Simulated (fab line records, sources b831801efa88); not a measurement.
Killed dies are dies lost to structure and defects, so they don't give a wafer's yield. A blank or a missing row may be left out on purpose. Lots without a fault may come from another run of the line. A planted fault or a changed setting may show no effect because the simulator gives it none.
Which tool did it? | flow gf180mcu | 12 lots, 36 wafers sampled, at 2 steps of a route of 602

WHAT THE GAUGES READ, wafer by wafer
GF_V2_CD_MEAS_14: target cd 260 nm.
lot  | measured     | on        | cd_nm (nm)
L075 | day 20 12:25 | cd_sem-02 | 262.9 263.2 263.0
L077 | day 21 12:41 | cd_sem-01 | 260.5 258.8 259.9
L079 | day 22 07:22 | cd_sem-02 | 257.4 256.9 256.6
L081 | day 23 05:11 | cd_sem-01 | 261.0 258.7 259.8
L083 | day 23 18:09 | cd_sem-02 | 261.0 260.9 261.8
L085 | day 24 06:37 | cd_sem-01 | 260.6 261.0 261.1
L087 | day 25 02:31 | cd_sem-01 | 261.5 260.9 260.2
L089 | day 25 15:58 | cd_sem-01 | 261.0 259.7 261.2
L091 | day 26 06:17 | cd_sem-01 | 258.5 258.8 258.8
L093 | day 26 20:20 | cd_sem-01 | 260.1 259.3 259.6
L095 | day 27 09:16 | cd_sem-02 | 258.9 258.7 258.3
L097 | day 27 22:19 | cd_sem-02 | 260.7 260.7 260.7

WHICH TOOL RAN EACH LOT (tool, then ch and the chambers of the sampled wafers, then the start)
lot  | GF_M2_METAL_ETCH_16
L075 | rie_metal-03 ch 0,1, day 19 11:08
L077 | rie_metal-02 ch 0,1, day 20 11:50
L079 | rie_metal-02 ch 0,1, day 21 06:43
L081 | rie_metal-04 ch 1, day 22 04:18
L083 | rie_metal-04 ch 0,1, day 22 18:27
L085 | rie_metal-03 ch 0,1, day 23 06:41
L087 | rie_metal-04 ch 0,1, day 24 03:30
L089 | rie_metal-04 ch 0,1, day 24 16:59
L091 | rie_metal-04 ch 0,1, day 25 08:03
L093 | rie_metal-02 ch 0, day 25 21:56
L095 | rie_metal-03 ch 0,1, day 26 12:03
L097 | rie_metal-04 ch 0,1, day 27 00:45
- GF_M2_METAL_ETCH_16: etches the open film in Cl2/BCl3, stops on SiO2, target depth 750.8 nm, time 125.1 s.

THE ANSWER, worked out from the rows above alone
Rule: what is usual is taken from the lots themselves. Put in order of their means at a reading, lots are off if they are a third of the lots or fewer, leave a main group of 4 or more, and stand apart from it by a gap of 3 or more times the standard deviation of the main group's means; of several such gaps the widest counts. A main group whose means are all the same, to the digits that the tables above print for the reading, isn't used. A lot without any number at a reading at which 4 lots or more have one is off too. The other lots that the step has rows for count as sound.
No lot is off at any reading shown: from this, nothing can be told.

WHAT THE SIMULATOR HAD PUT IN
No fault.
